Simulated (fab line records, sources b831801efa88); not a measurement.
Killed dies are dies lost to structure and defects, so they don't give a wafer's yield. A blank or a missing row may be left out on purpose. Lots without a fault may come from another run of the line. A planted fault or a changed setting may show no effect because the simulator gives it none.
One fault seen from 2 desks | flow sky130 | each desk has only its own numbers; what lay behind them comes last

THE TOOL OWNER'S DESK: pvd_sputter-03
The tool's own readings at SKY_VIA2_SPUTTER_20 (material TiN, target thk 20 nm, time 80 s): means of the sampled wafers that have a number, for each lot that ran on this tool. A lot is out of limits, marked OUT, if its mean lies more than 4 standard deviations from the usual mean; the brackets give that distance.
Columns: A = cathode_dc_power_W at SKY_VIA2_SPUTTER_20, usual 4000.0 W; B = throttle_valve_pct at SKY_VIA2_SPUTTER_20, usual 29.9 %
lot  | first seen here | A                        | B
L808 | day 39 12:58    | 4000.1                   | 29.8
L810 | day 39 23:07    | 3611.4 (-99 or more) OUT | 29.9
L812 | day 40 14:55    | 3611.4 (-99 or more) OUT | 30.3
L814 | day 41 09:26    | 3611.3 (-99 or more) OUT | 30.2
L822 | day 43 18:13    | 3999.8                   | 29.8
This desk's finding: out of limits on L810, L812, L814; first on L810, day 39 23:07 (cathode_dc_power_W at SKY_VIA2_SPUTTER_20). In limits: L808, L822.

THE METROLOGY DESK
What the gauges read, lot by lot, whatever tool the lot ran on: means of the sampled wafers that have a number. A lot is out of limits, marked OUT, if its mean lies more than 4 standard deviations from the usual mean; the brackets give that distance.
Columns: A = cd_nm at SKY_VIA2_CD_MEAS_12, usual 199.8 nm; B = VIA2_OVL at SKY_VIA2_OVL_MEAS_13, usual 1 nm
lot  | first seen here | A     | B
L802 | day 37 18:40    | 200.0 | -1
L808 | day 39 12:08    | 200.1 | -3
L809 | day 39 21:16    | 202.2 | 5
L810 | day 39 22:16    | 198.1 | 1
L812 | day 40 14:04    | 199.4 | 5
L814 | day 41 08:35    | 200.9 | 8
L822 | day 43 17:21    | 199.9 | 5
This desk's finding: nothing out of limits on any of the 7 lots.

PUT TOGETHER
The tool owner's desk could have raised an alarm at day 39 23:07, on L810, L812, L814.
The metrology desk saw nothing out of limits.
The metrology desk has L810, L812, L814 on record, within its limits.
Of the lots named, all ran SKY_VIA2_SPUTTER_20 on pvd_sputter-03.

WHAT THE SIMULATOR HAD PUT IN
Process parameter drift: pvd_sputter-03, from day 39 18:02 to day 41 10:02, at SKY_VIA2_SPUTTER_20. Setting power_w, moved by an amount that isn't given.
Lots struck among those shown: L810, L812, L814.
Hours from the fault's start to each desk's first reading out of limits: the tool owner's desk, 5.
